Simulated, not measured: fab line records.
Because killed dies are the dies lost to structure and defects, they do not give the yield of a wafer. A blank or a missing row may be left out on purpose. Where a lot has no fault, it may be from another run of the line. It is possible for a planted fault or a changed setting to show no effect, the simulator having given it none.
Struck lot and sound lot, side by side || flow sky130 || 20 steps out of a route of 708
Sound: wafers L950.2, L950.5, L950.6. Struck: wafers L958.5, L958.6. (L958.4 of the same lot was not struck and is left out.) The cause comes at the end.
Per side, at each step with rows, come the tool, then ch with its chambers, and then its first start. Under that, the readings that differ: sound wafers || struck wafers || difference of the means || sigmas: that difference in standard deviations of wafers without a fault.
alike: a reading whose means differ by less than 2 such deviations, as well as words and numbers matching on both sides. not compared: withheld readings; readings where some wafer has no value; bounds like >300 that might hide an equal value; numbers whose values overlap and for which the record gives no deviation.
The two part at a step that has a row with sigmas, a row that says differs or no value, or rows on one side only. Non-overlapping numbers with no deviation appear without sigmas and do not part them. A reading that every wafer of one side lacks parts them only if that side has two wafers or more.

first, 4 steps without rows for these wafers: SKY_METAL3_STRIP_20 (strips in post etch residue remover, time 1200 s); SKY_METAL3_CLEAN_21 (cleans in IPA, time 180 s); SKY_METAL3_CLEAN_22 (cleans in O3/DIW); SKY_VIA3_HDPCVD_00 (deposits SiO2, target thk 1635 nm, time 272.5 s).
SKY_VIA3_THK_MEAS_01:
  sound on filmMetro-03, day 40 04:57; struck on filmMetro-03, day 42 16:10
  alike: VIA3_HDPCVD_THK
SKY_VIA3_CMP_02: polishes SiO2.
  sound on cmp-02 ch 2,3, day 40 05:00; struck on cmp-01 ch 2,3, day 42 16:17
  alike: motorCurrentA
SKY_VIA3_BOW_MEAS_03:
  sound on filmMetro-02, day 40 05:19; struck on filmMetro-04, day 42 16:33
  alike: VIA3_BOW
then, 5 steps without rows for these wafers: SKY_VIA3_DEHYDRATE_04 (time 60 s); SKY_VIA3_HMDS_05 (prime time 60 s); SKY_VIA3_COAT_06 (resist thk 60 nm); SKY_VIA3_COAT_07 (resist thk 450 nm); SKY_VIA3_SOFTBAKE_08 (time 90 s).
SKY_VIA3_EXPOSE_09: exposes mask VIM3, target cd 200 nm.
  sound on krfScanner-01 ch 0, day 40 18:25; struck on krfScanner-01 ch 0, day 43 04:54
  alike: mask
then, 2 steps without rows for these wafers: SKY_VIA3_PEB_10; SKY_VIA3_DEVELOP_11 (develop time 60 s).
SKY_VIA3_CD_MEAS_12 targets a cd of 200 nm.
  sound on cdSem-01, day 41 05:38; struck on cdSem-02, day 43 16:27
{"reading": "cdNm (nm)", "sound": "201.2 200.9 200.9", "struck": "146.8 147.9", "difference": -53.6, "sigmas": -45}
SKY_VIA3_OVL_MEAS_13:
  sound on overlay-01, day 41 05:44; struck on overlay-01, day 43 16:31
  alike: VIA3_OVL
SKY_VIA3_ETCH_14: etches BARC in N2/H2, stops on SiO2, time 45.9 s, target depth 60 nm.
  sound on rieDiel-04 ch 0,1,3, day 41 05:46; struck on rieDiel-01 ch 2,3, day 43 16:32
{"reading": "model.VIA3.cdNm (nm)", "sound": "200.3 200.3 201.5", "struck": "146.5 147.6", "difference": -53.7, "sigmas": ""}
  alike: chamberPressureMTorr, drypumpMotorCurrentA, oesProductAu, throttleValvePct
  not compared: rfHoursCounterH
SKY_VIA3_ETCH_15: etches SiO2 in C4F8/O2/Ar, stops on TiN, target depth 507 nm, time 78 s.
  sound on rieDiel-04 ch 0,1,3, day 41 05:49; struck on rieDiel-01 ch 2,3, day 43 16:35
{"reading": "oesProductAu (a.u.)", "sound": "0.939 0.942 0.941", "struck": "0.955 0.952", "difference": "+0.013", "sigmas": "+3"}
{"reading": "model.VIA3.cdNm (nm)", "sound": "203.1 196.9 206", "struck": "144.7 152.4", "difference": -53.4, "sigmas": ""}
  alike: chamberPressureMTorr
  not compared: rfHoursCounterH
SKY_VIA3_STRIP_16: strips in O2/N2.
  sound on plasmaAsher-02 ch 0,1, day 41 05:52; struck on plasmaAsher-02 ch 0,1, day 43 16:41
  alike: chamberPressureMTorr, drypumpMotorCurrentA, oesProductAu, stripTimeToEndpointS
  not compared: rfHoursCounterH

== WHERE THEY PART ==
First at SKY_VIA3_CD_MEAS_12; last, within this record, at SKY_VIA3_ETCH_15. Later steps at which nothing parts them and some readings are alike: SKY_VIA3_STRIP_16.

WHY: the cause the simulator had injected
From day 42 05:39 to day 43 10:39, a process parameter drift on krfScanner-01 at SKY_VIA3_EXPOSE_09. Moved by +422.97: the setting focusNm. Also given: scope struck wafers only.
